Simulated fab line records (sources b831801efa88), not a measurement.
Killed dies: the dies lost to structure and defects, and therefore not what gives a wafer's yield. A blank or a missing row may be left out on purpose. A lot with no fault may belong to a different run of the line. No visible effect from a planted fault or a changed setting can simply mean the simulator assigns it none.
Which tool is to blame? / flow gf180mcu / 45 wafers from 15 lots sampled at 3 of the route's 602 steps

WHAT THE GAUGES READ, wafer by wafer
GF_V5_THK_MEAS_03. Usual: V5_CVD_02_THK gives 1451 nm (standard deviation 20).
lot=L223; measured=day 26 04:34; on=filmMetro-01; V5_CVD_02_THK (nm)=1450 1457 1483; flag=
lot=L224; measured=day 26 10:56; on=filmMetro-01; V5_CVD_02_THK (nm)=1438 1439 1472; flag=
lot=L225; measured=day 26 22:55; on=filmMetro-01; V5_CVD_02_THK (nm)=1468 1460 1472; flag=
lot=L226; measured=day 27 05:37; on=filmMetro-03; V5_CVD_02_THK (nm)=1443 1449 1458; flag=
lot=L227; measured=day 27 18:23; on=filmMetro-01; V5_CVD_02_THK (nm)=1454 1470 1493; flag=
lot=L228; measured=day 28 01:08; on=filmMetro-03; V5_CVD_02_THK (nm)=1434 1445 1468; flag=
lot=L229; measured=day 28 08:40; on=filmMetro-04; V5_CVD_02_THK (nm)=1407 1448 1456; flag=
lot=L231; measured=day 28 19:04; on=filmMetro-01; V5_CVD_02_THK (nm)=1470 1466 1474; flag=
lot=L237; measured=day 30 15:16; on=filmMetro-03; V5_CVD_02_THK (nm)=1440 1468 1484; flag=
lot=L238; measured=day 30 22:58; on=filmMetro-04; V5_CVD_02_THK (nm)=1440 1469 1467; flag=
lot=L239; measured=day 31 09:56; on=filmMetro-01; V5_CVD_02_THK (nm)=1440 1458 1438; flag=
lot=L242; measured=day 32 00:31; on=filmMetro-01; V5_CVD_02_THK (nm)=1411 1457 1452; flag=
lot=L243; measured=day 32 06:14; on=filmMetro-04; V5_CVD_02_THK (nm)=1421 1443 1429; flag=
lot=L244; measured=day 32 16:27; on=filmMetro-03; V5_CVD_02_THK (nm)=1427 1430 1458; flag=
lot=L245; measured=day 32 18:31; on=filmMetro-01; V5_CVD_02_THK (nm)=1423 1430 1436; flag=

GF_TOP_METAL_CD_MEAS_14 targets a cd of 440 nm. Usual: cdNm 440.4 nm, standard deviation 2.3.
lot=L223; measured=day 27 23:01; on=cdSem-02; cdNm (nm)=443.6 444.7 443.6; flag=
lot=L224; measured=day 28 04:58; on=cdSem-02; cdNm (nm)=441.2 444.1 444.9; flag=
lot=L225; measured=day 28 16:59; on=cdSem-02; cdNm (nm)=439.8 439.4 438.3; flag=
lot=L226; measured=day 28 22:31; on=cdSem-01; cdNm (nm)=440.7 443.1 444.2; flag=
lot=L227; measured=day 29 09:26; on=cdSem-02; cdNm (nm)=437.9 438.7 442.1; flag=
lot=L228; measured=day 29 17:44; on=cdSem-01; cdNm (nm)=444.4 445.4 443.1; flag=
lot=L229; measured=day 30 00:37; on=cdSem-02; cdNm (nm)=441.5 438.9 439.6; flag=
lot=L231; measured=day 30 10:46; on=cdSem-01; cdNm (nm)=440.3 439.5 439.6; flag=
lot=L237; measured=day 32 05:19; on=cdSem-01; cdNm (nm)=442.0 441.2 442.7; flag=
lot=L238; measured=day 32 11:04; on=cdSem-01; cdNm (nm)=438.4 439.2 441.2; flag=
lot=L239; measured=day 32 21:05; on=cdSem-02; cdNm (nm)=436.5 438.9 437.8; flag=
lot=L242; measured=day 33 11:04; on=cdSem-02; cdNm (nm)=441.1 442.4 442.5; flag=
lot=L243; measured=day 33 15:59; on=cdSem-01; cdNm (nm)=440.3 442.4 441.3; flag=
lot=L244; measured=day 34 01:44; on=cdSem-01; cdNm (nm)=442.1 441.2 442.9; flag=
lot=L245; measured=day 34 03:59; on=cdSem-01; cdNm (nm)=442.7 441.7 443.3; flag=

WHICH TOOL RAN EACH LOT (tool, then ch and the chambers of the sampled wafers, then the start)
lot=L223; GF_TOP_METAL_SPUTTER_03=pvdSputter-01, day 27 02:51
lot=L224; GF_TOP_METAL_SPUTTER_03=pvdSputter-02, day 27 09:19
lot=L225; GF_TOP_METAL_SPUTTER_03=pvdSputter-03, day 27 21:19
lot=L226; GF_TOP_METAL_SPUTTER_03=pvdSputter-01, day 28 04:00
lot=L227; GF_TOP_METAL_SPUTTER_03=pvdSputter-03, day 28 15:11
lot=L228; GF_TOP_METAL_SPUTTER_03=pvdSputter-02, day 28 22:37
lot=L229; GF_TOP_METAL_SPUTTER_03=pvdSputter-02, day 29 05:40
lot=L231; GF_TOP_METAL_SPUTTER_03=pvdSputter-02, day 29 16:15
lot=L237; GF_TOP_METAL_SPUTTER_03=pvdSputter-02, day 31 11:50
lot=L238; GF_TOP_METAL_SPUTTER_03=pvdSputter-03, day 31 18:04
lot=L239; GF_TOP_METAL_SPUTTER_03=pvdSputter-02, day 32 04:48
lot=L242; GF_TOP_METAL_SPUTTER_03=pvdSputter-02, day 32 19:30
lot=L243; GF_TOP_METAL_SPUTTER_03=pvdSputter-02, day 33 00:21
lot=L244; GF_TOP_METAL_SPUTTER_03=pvdSputter-03, day 33 10:51
lot=L245; GF_TOP_METAL_SPUTTER_03=pvdSputter-02, day 33 12:22
- GF_TOP_METAL_SPUTTER_03: material Ti, target thk 5 nm, time 3.3 s.

WHAT THE TOOLS THEMSELVES READ (means of the sampled wafers that have a number; where no wafer has one, the mark that the record gives instead)
GF_TOP_METAL_SPUTTER_03. Usual: throttleValvePct 30.2 %, standard deviation 0.87.
lot=L223; tool=pvdSputter-01; throttleValvePct (%)=30.1; flag=
lot=L224; tool=pvdSputter-02; throttleValvePct (%)=30.5; flag=
lot=L225; tool=pvdSputter-03; throttleValvePct (%)=31.1; flag=
lot=L226; tool=pvdSputter-01; throttleValvePct (%)=29.5; flag=
lot=L227; tool=pvdSputter-03; throttleValvePct (%)=31.0; flag=
lot=L228; tool=pvdSputter-02; throttleValvePct (%)=29.2; flag=
lot=L229; tool=pvdSputter-02; throttleValvePct (%)=29.9; flag=
lot=L231; tool=pvdSputter-02; throttleValvePct (%)=30.1; flag=
lot=L237; tool=pvdSputter-02; throttleValvePct (%)=30.0; flag=
lot=L238; tool=pvdSputter-03; throttleValvePct (%)=31.6; flag=
lot=L239; tool=pvdSputter-02; throttleValvePct (%)=29.9; flag=
lot=L242; tool=pvdSputter-02; throttleValvePct (%)=29.9; flag=
lot=L243; tool=pvdSputter-02; throttleValvePct (%)=29.4; flag=
lot=L244; tool=pvdSputter-03; throttleValvePct (%)=29.9; flag=
lot=L245; tool=pvdSputter-02; throttleValvePct (%)=30.0; flag=

THE ANSWER, worked out from the rows above alone
Rule: a lot counts as off when the mean over its wafers that have a number is more than 3 standard deviations away from the usual mean. A lot without any number at a reading at which 4 lots or more have one is off too. The other lots that the step has rows for count as sound. Order of review: gauges by route order, followed by the tools' own readings, for which a lot's mean as printed above is used. At the first step where some lot is off, the reading lying furthest off is the one used; lots without a number count as furthest.
No lot is off at any reading shown: from this, nothing can be told.

WHAT WAS PUT IN BY THE SIMULATOR
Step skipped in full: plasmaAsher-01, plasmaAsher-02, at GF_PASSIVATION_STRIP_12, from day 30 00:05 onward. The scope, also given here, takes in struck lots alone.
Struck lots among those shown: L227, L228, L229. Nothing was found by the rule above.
